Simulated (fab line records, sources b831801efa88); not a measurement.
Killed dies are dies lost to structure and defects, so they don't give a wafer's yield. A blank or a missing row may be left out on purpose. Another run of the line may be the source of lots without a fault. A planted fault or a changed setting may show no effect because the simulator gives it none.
Which tool did it? / flow sky130 / 36 wafers from 12 lots sampled at 5 of the route's 708 steps

## WHAT THE GAUGES READ, wafer by wafer
No reading from a measuring or inspecting step in the record can be judged against a usual standard deviation.

## TOOL THAT RAN EACH LOT (tool first, then ch and the chambers of the sampled wafers, then the start)
lot=L448; SKY_VT_ADJUST_LVTN_STRIP_20=plasmaAsher-04 ch 0,1, day 7 16:18; SKY_CAP2M_SPUTTER_02=pvdSputter-04, day 39 11:46; SKY_CAP2M_METAL_ETCH_13=rieMetal-01 ch 0,1, day 40 11:21; SKY_METAL4_DESCUM_15=rieMetal-01 ch 0,1, day 41 12:07; SKY_PAD_OPEN_PROBE_99=-
lot=L450; SKY_VT_ADJUST_LVTN_STRIP_20=plasmaAsher-04 ch 0,1, day 8 02:32; SKY_CAP2M_SPUTTER_02=pvdSputter-03, day 40 02:12; SKY_CAP2M_METAL_ETCH_13=rieMetal-04 ch 1, day 41 02:15; SKY_METAL4_DESCUM_15=rieMetal-02 ch 1, day 42 02:53; SKY_PAD_OPEN_PROBE_99=-
lot=L453; SKY_VT_ADJUST_LVTN_STRIP_20=plasmaAsher-04 ch 0,1, day 8 21:48; SKY_CAP2M_SPUTTER_02=pvdSputter-03, day 41 02:01; SKY_CAP2M_METAL_ETCH_13=rieMetal-04 ch 1, day 42 01:45; SKY_METAL4_DESCUM_15=rieMetal-02 ch 0,1, day 43 01:43; SKY_PAD_OPEN_PROBE_99=-
lot=L454; SKY_VT_ADJUST_LVTN_STRIP_20=plasmaAsher-02 ch 0,1, day 9 06:06; SKY_CAP2M_SPUTTER_02=pvdSputter-03, day 41 09:23; SKY_CAP2M_METAL_ETCH_13=rieMetal-02 ch 1, day 42 08:45; SKY_METAL4_DESCUM_15=rieMetal-03 ch 0,1, day 43 09:04; SKY_PAD_OPEN_PROBE_99=-
lot=L455; SKY_VT_ADJUST_LVTN_STRIP_20=plasmaAsher-04 ch 0,1, day 9 14:15; SKY_CAP2M_SPUTTER_02=pvdSputter-02, day 41 20:46; SKY_CAP2M_METAL_ETCH_13=rieMetal-02 ch 0,1, day 42 20:14; SKY_METAL4_DESCUM_15=rieMetal-02 ch 0,1, day 43 20:01; SKY_PAD_OPEN_PROBE_99=-
lot=L456; SKY_VT_ADJUST_LVTN_STRIP_20=plasmaAsher-02 ch 0,1, day 10 13:51; SKY_CAP2M_SPUTTER_02=pvdSputter-03, day 42 14:46; SKY_CAP2M_METAL_ETCH_13=rieMetal-02 ch 0,1, day 43 13:21; SKY_METAL4_DESCUM_15=rieMetal-02 ch 0, day 44 12:28; SKY_PAD_OPEN_PROBE_99=-
lot=L457; SKY_VT_ADJUST_LVTN_STRIP_20=plasmaAsher-03 ch 0,1, day 10 17:18; SKY_CAP2M_SPUTTER_02=pvdSputter-04, day 43 06:24; SKY_CAP2M_METAL_ETCH_13=rieMetal-02 ch 1, day 44 04:11; SKY_METAL4_DESCUM_15=rieMetal-02 ch 0, day 45 03:19; SKY_PAD_OPEN_PROBE_99=-
lot=L460; SKY_VT_ADJUST_LVTN_STRIP_20=plasmaAsher-03 ch 0,1, day 11 04:45; SKY_CAP2M_SPUTTER_02=pvdSputter-02, day 43 13:59; SKY_CAP2M_METAL_ETCH_13=rieMetal-04 ch 1, day 44 12:38; SKY_METAL4_DESCUM_15=rieMetal-03 ch 1, day 45 10:47; SKY_PAD_OPEN_PROBE_99=prober-01, day 48 23:44
lot=L468; SKY_VT_ADJUST_LVTN_STRIP_20=plasmaAsher-03 ch 0,1, day 13 07:38; SKY_CAP2M_SPUTTER_02=pvdSputter-04, day 45 05:28; SKY_CAP2M_METAL_ETCH_13=rieMetal-02 ch 0,1, day 46 02:10; SKY_METAL4_DESCUM_15=rieMetal-02 ch 0,1, day 46 23:13; SKY_PAD_OPEN_PROBE_99=prober-01, day 50 06:55
lot=L469; SKY_VT_ADJUST_LVTN_STRIP_20=plasmaAsher-03 ch 1, day 13 14:42; SKY_CAP2M_SPUTTER_02=pvdSputter-02, day 45 12:16; SKY_CAP2M_METAL_ETCH_13=rieMetal-02 ch 0,1, day 46 08:27; SKY_METAL4_DESCUM_15=rieMetal-01 ch 0, day 47 04:52; SKY_PAD_OPEN_PROBE_99=prober-02, day 50 11:38
lot=L470; SKY_VT_ADJUST_LVTN_STRIP_20=plasmaAsher-04 ch 0, day 13 22:30; SKY_CAP2M_SPUTTER_02=pvdSputter-02, day 45 20:05; SKY_CAP2M_METAL_ETCH_13=rieMetal-04 ch 1, day 46 16:18; SKY_METAL4_DESCUM_15=rieMetal-01 ch 0,1, day 47 13:19; SKY_PAD_OPEN_PROBE_99=-
lot=L471; SKY_VT_ADJUST_LVTN_STRIP_20=plasmaAsher-02 ch 0,1, day 14 06:48; SKY_CAP2M_SPUTTER_02=pvdSputter-03, day 46 01:55; SKY_CAP2M_METAL_ETCH_13=rieMetal-04 ch 1, day 46 22:33; SKY_METAL4_DESCUM_15=rieMetal-01 ch 0,1, day 47 19:22; SKY_PAD_OPEN_PROBE_99=-
- SKY_VT_ADJUST_LVTN_STRIP_20: strips in O2/N2.
- SKY_CAP2M_SPUTTER_02: material TiN, target thk 200 nm, time 166.7 s.
- SKY_CAP2M_METAL_ETCH_13: etches TiN in Cl2/BCl3, stops on SiO2, target depth 220 nm, time 62.9 s.
- SKY_METAL4_DESCUM_15: chemistry O2, time 8 s.
- SKY_PAD_OPEN_PROBE_99

## AS READ BY THE TOOLS THEMSELVES (means over the sampled wafers that have a number; for cases with no such wafer, the mark the record gives instead)
SKY_VT_ADJUST_LVTN_STRIP_20.
lot=L448; tool=plasmaAsher-04; drypumpMotorCurrentA (A)=5.0; n2FlowSccm (sccm)=299.9; oesProductAu (a.u.)=0.713; stripTimeToEndpointS (s)=14.10
lot=L450; tool=plasmaAsher-04; drypumpMotorCurrentA (A)=4.9; n2FlowSccm (sccm)=300.1; oesProductAu (a.u.)=0.719; stripTimeToEndpointS (s)=14.18
lot=L453; tool=plasmaAsher-04; drypumpMotorCurrentA (A)=4.9; n2FlowSccm (sccm)=301.0; oesProductAu (a.u.)=0.714; stripTimeToEndpointS (s)=14.13
lot=L454; tool=plasmaAsher-02; drypumpMotorCurrentA (A)=5.6; n2FlowSccm (sccm)=299.1; oesProductAu (a.u.)=0.715; stripTimeToEndpointS (s)=14.15
lot=L455; tool=plasmaAsher-04; drypumpMotorCurrentA (A)=4.9; n2FlowSccm (sccm)=299.2; oesProductAu (a.u.)=0.715; stripTimeToEndpointS (s)=14.18
lot=L456; tool=plasmaAsher-02; drypumpMotorCurrentA (A)=5.6; n2FlowSccm (sccm)=300.9; oesProductAu (a.u.)=0.722; stripTimeToEndpointS (s)=14.19
lot=L457; tool=plasmaAsher-03; drypumpMotorCurrentA (A)=5.7; n2FlowSccm (sccm)=300.1; oesProductAu (a.u.)=0.715; stripTimeToEndpointS (s)=14.24
lot=L460; tool=plasmaAsher-03; drypumpMotorCurrentA (A)=5.9; n2FlowSccm (sccm)=300.2; oesProductAu (a.u.)=0.715; stripTimeToEndpointS (s)=14.19
lot=L468; tool=plasmaAsher-03; drypumpMotorCurrentA (A)=5.9; n2FlowSccm (sccm)=300.2; oesProductAu (a.u.)=0.714; stripTimeToEndpointS (s)=14.22
lot=L469; tool=plasmaAsher-03; drypumpMotorCurrentA (A)=5.5; n2FlowSccm (sccm)=299.9; oesProductAu (a.u.)=0.720; stripTimeToEndpointS (s)=14.22
lot=L470; tool=plasmaAsher-04; drypumpMotorCurrentA (A)=5.2; n2FlowSccm (sccm)=300.8; oesProductAu (a.u.)=0.717; stripTimeToEndpointS (s)=14.23
lot=L471; tool=plasmaAsher-02; drypumpMotorCurrentA (A)=5.5; n2FlowSccm (sccm)=300.1; oesProductAu (a.u.)=0.713; stripTimeToEndpointS (s)=14.16

SKY_CAP2M_SPUTTER_02.
lot=L448; tool=pvdSputter-04; throttleValvePct (%)=30.2
lot=L450; tool=pvdSputter-03; throttleValvePct (%)=29.7
lot=L453; tool=pvdSputter-03; throttleValvePct (%)=30.4
lot=L454; tool=pvdSputter-03; throttleValvePct (%)=30.2
lot=L455; tool=pvdSputter-02; throttleValvePct (%)=30.6
lot=L456; tool=pvdSputter-03; throttleValvePct (%)=30.8
lot=L457; tool=pvdSputter-04; throttleValvePct (%)=30.4
lot=L460; tool=pvdSputter-02; throttleValvePct (%)=30.5
lot=L468; tool=pvdSputter-04; throttleValvePct (%)=29.7
lot=L469; tool=pvdSputter-02; throttleValvePct (%)=30.2
lot=L470; tool=pvdSputter-02; throttleValvePct (%)=30.7
lot=L471; tool=pvdSputter-03; throttleValvePct (%)=31.0

SKY_CAP2M_METAL_ETCH_13.
lot=L448; tool=rieMetal-01; drypumpMotorCurrentA (A)=5.4; oesProductAu (a.u.)=0.940; throttleValvePct (%)=21.896
lot=L450; tool=rieMetal-04; drypumpMotorCurrentA (A)=5.1; oesProductAu (a.u.)=0.933; throttleValvePct (%)=21.911
lot=L453; tool=rieMetal-04; drypumpMotorCurrentA (A)=5.1; oesProductAu (a.u.)=0.949; throttleValvePct (%)=21.888
lot=L454; tool=rieMetal-02; drypumpMotorCurrentA (A)=6.0; oesProductAu (a.u.)=0.932; throttleValvePct (%)=21.905
lot=L455; tool=rieMetal-02; drypumpMotorCurrentA (A)=6.2; oesProductAu (a.u.)=0.933; throttleValvePct (%)=21.903
lot=L456; tool=rieMetal-02; drypumpMotorCurrentA (A)=6.2; oesProductAu (a.u.)=0.936; throttleValvePct (%)=21.913
lot=L457; tool=rieMetal-02; drypumpMotorCurrentA (A)=6.0; oesProductAu (a.u.)=0.951; throttleValvePct (%)=21.898
lot=L460; tool=rieMetal-04; drypumpMotorCurrentA (A)=5.1; oesProductAu (a.u.)=0.947; throttleValvePct (%)=21.894
lot=L468; tool=rieMetal-02; drypumpMotorCurrentA (A)=6.2; oesProductAu (a.u.)=0.937; throttleValvePct (%)=21.898
lot=L469; tool=rieMetal-02; drypumpMotorCurrentA (A)=6.2; oesProductAu (a.u.)=0.938; throttleValvePct (%)=21.902
lot=L470; tool=rieMetal-04; drypumpMotorCurrentA (A)=5.1; oesProductAu (a.u.)=0.940; throttleValvePct (%)=21.905
lot=L471; tool=rieMetal-04; drypumpMotorCurrentA (A)=5.1; oesProductAu (a.u.)=0.924; throttleValvePct (%)=21.902

SKY_METAL4_DESCUM_15.
lot=L448; tool=rieMetal-01; drypumpMotorCurrentA (A)=5.7; oesProductAu (a.u.)=1.000
lot=L450; tool=rieMetal-02; drypumpMotorCurrentA (A)=6.0; oesProductAu (a.u.)=1.001
lot=L453; tool=rieMetal-02; drypumpMotorCurrentA (A)=6.4; oesProductAu (a.u.)=1.007
lot=L454; tool=rieMetal-03; drypumpMotorCurrentA (A)=5.4; oesProductAu (a.u.)=1.008
lot=L455; tool=rieMetal-02; drypumpMotorCurrentA (A)=6.2; oesProductAu (a.u.)=1.006
lot=L456; tool=rieMetal-02; drypumpMotorCurrentA (A)=6.5; oesProductAu (a.u.)=0.992
lot=L457; tool=rieMetal-02; drypumpMotorCurrentA (A)=6.6; oesProductAu (a.u.)=0.992
lot=L460; tool=rieMetal-03; drypumpMotorCurrentA (A)=5.6; oesProductAu (a.u.)=1.022
lot=L468; tool=rieMetal-02; drypumpMotorCurrentA (A)=6.4; oesProductAu (a.u.)=0.998
lot=L469; tool=rieMetal-01; drypumpMotorCurrentA (A)=5.1; oesProductAu (a.u.)=1.006
lot=L470; tool=rieMetal-01; drypumpMotorCurrentA (A)=5.4; oesProductAu (a.u.)=1.007
lot=L471; tool=rieMetal-01; drypumpMotorCurrentA (A)=5.4; oesProductAu (a.u.)=1.002

SKY_PAD_OPEN_PROBE_99.
lot=L460 tool=prober-01 killed_at_M0_to_M3=44 killed_at_M4_up=2.3 killedAtContacts=30 killedAtFrontEnd=19 killedAtOther=0.3 killedDies=96 killedOnRim=17 killedOpen=47 killedShort=49
lot=L468 tool=prober-01 killed_at_M0_to_M3=38 killed_at_M4_up=3.0 killedAtContacts=22 killedAtFrontEnd=47 killedAtOther=0.7 killedDies=111 killedOnRim=19 killedOpen=43 killedShort=34
lot=L469 tool=prober-02 killed_at_M0_to_M3=42 killed_at_M4_up=1.3 killedAtContacts=25 killedAtFrontEnd=64 killedAtOther=0.3 killedDies=132 killedOnRim=19 killedOpen=45 killedShort=37

## THE ANSWER, worked out from the rows above alone
Rule: the usual values come from the lots themselves. The widest of any qualifying gaps counts: lots, ordered by their means at a reading, are off when they make up no more than a third of the lots, leave a main group of 4 or more, and stand apart from it by 3 or more times the standard deviation of that group's means. If all means in a main group match to the digits the tables above print for the reading, that group is not used. Also off: a lot with no number at a reading for which 4 or more lots have one. The other lots that the step has rows for count as sound. First the gauges in route order, then the tools' own readings, where a lot's mean is used as printed above. The first step at which some lot is off is used, and at that step the reading that is off furthest; a lot without a number counts as furthest.
None of the lots is off at any reading shown; this tells nothing.

## WHAT THE SIMULATOR HAD PUT IN
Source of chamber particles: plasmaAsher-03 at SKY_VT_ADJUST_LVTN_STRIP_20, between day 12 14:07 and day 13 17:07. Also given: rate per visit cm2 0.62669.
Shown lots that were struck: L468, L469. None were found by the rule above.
